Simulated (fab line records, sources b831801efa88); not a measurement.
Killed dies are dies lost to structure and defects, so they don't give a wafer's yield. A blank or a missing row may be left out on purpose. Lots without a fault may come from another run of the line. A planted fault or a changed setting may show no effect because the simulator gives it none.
Problem report in the 8D (eight disciplines) form, filled by code | flow sfq_line | the parts of the form that need people (team, actions taken, sign-off) are left out

1. THE PROBLEM
time_to_endpoint_s at SFQ_TRILAYER_I1_CMP_CMP_046 reads a mean of 170 s on 2 wafers of 2 lots; wafers without a fault read 213 s with a standard deviation of 7.1. That is -6.1 standard deviations from the usual mean.
The step: polishes SiO2.
First seen on wafer L248.2, day 29 05:25, on cmp-02. The record holds 42 wafers of 14 lots with a number at this step. Rule for "out", or "out of limits": more than 4 standard deviations from the usual mean. The other wafers with a number count as sound.

2. WHAT IT IS AND WHAT IT IS NOT
question                    | is                 | is not
which readings at this step | time_to_endpoint_s | motor_current_A, slurry_filter_dp_kPa
which lots                  | L248, L251         | L236, L237, L238, L240, L241, L243, L244, L245, L246, L247, L250, L259
which wafers of those lots  | L248.2, L251.1     | L248.3, L248.5, L251.2, L251.3
read on which tools         | cmp-02             | cmp-01
when                        | from day 29 05:25  | up to then (31 sound wafers); but 9 sound wafers of L248, L250, L251, L259 came after

3. SUSPECTS, AND WHAT RULES EACH OUT
Counting: a tool at a process step up to the reading stays a suspect if it ran every lot that is out. Sound lots after the first of them don't rule it out here, since some wafers of a struck lot are sound.
- cmp-02 at SFQ_TRILAYER_I1_CMP_CMP_046 (polishes SiO2): kept. It ran every lot that is out, first L248 (day 29 04:25); its last sound lot up to then is L247 (day 28 22:04). Its own readings are out on those wafers: time_to_endpoint_s.
- Within cmp-02 at SFQ_TRILAYER_I1_CMP_CMP_046: the wafers that are out ran in chamber 0; their sound lot-mates ran in chambers 1, 2, 3.
Left after counting: cmp-02 at SFQ_TRILAYER_I1_CMP_CMP_046.

4. THE CAUSE (what the simulator had put in)
Process parameter drift: cmp-02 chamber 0, from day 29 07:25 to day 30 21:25, at SFQ_TRILAYER_I1_CMP_CMP_046. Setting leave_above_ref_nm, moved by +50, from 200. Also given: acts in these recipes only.
Counting left only this tool.

5. THE CHAIN OF EFFECTS, in route order
Each row: a reading whose mean over the struck wafers that have a number lies more than 3 standard deviations from the usual. Only readings for which the record gives a usual standard deviation are gone through. hours: the time from each lot's start at the first step in this table that gives one to its start at this step, as a median over the lots. sigmas: the change in usual standard deviations.
hours | step                                  | reading            | usual      | on struck wafers | change | sigmas
0     | SFQ_TRILAYER_I1_CMP_CMP_046           | time_to_endpoint_s | 213 s      | 170              | -43    | -6.1
2     | SFQ_TRILAYER_I1_METRO_MEASURE_047     | thk_nm             | 200.0 nm   | 249.5            | +49.5  | +56
144   | SFQ_TRILAYER_I1_VIA_ETCH_VIA_ETCH_052 | oes_product_au     | 0.854 a.u. | 0.974            | +0.120 | +24
The process steps in it:
- SFQ_TRILAYER_I1_CMP_CMP_046: polishes SiO2.
- SFQ_TRILAYER_I1_METRO_MEASURE_047
- SFQ_TRILAYER_I1_VIA_ETCH_VIA_ETCH_052: etches SiO2 in CHF3, stops on Nb, target depth 260 nm.

6. WHAT WOULD HAVE CAUGHT IT SOONER
In this record the first reading out of limits was taken at day 29 05:25.
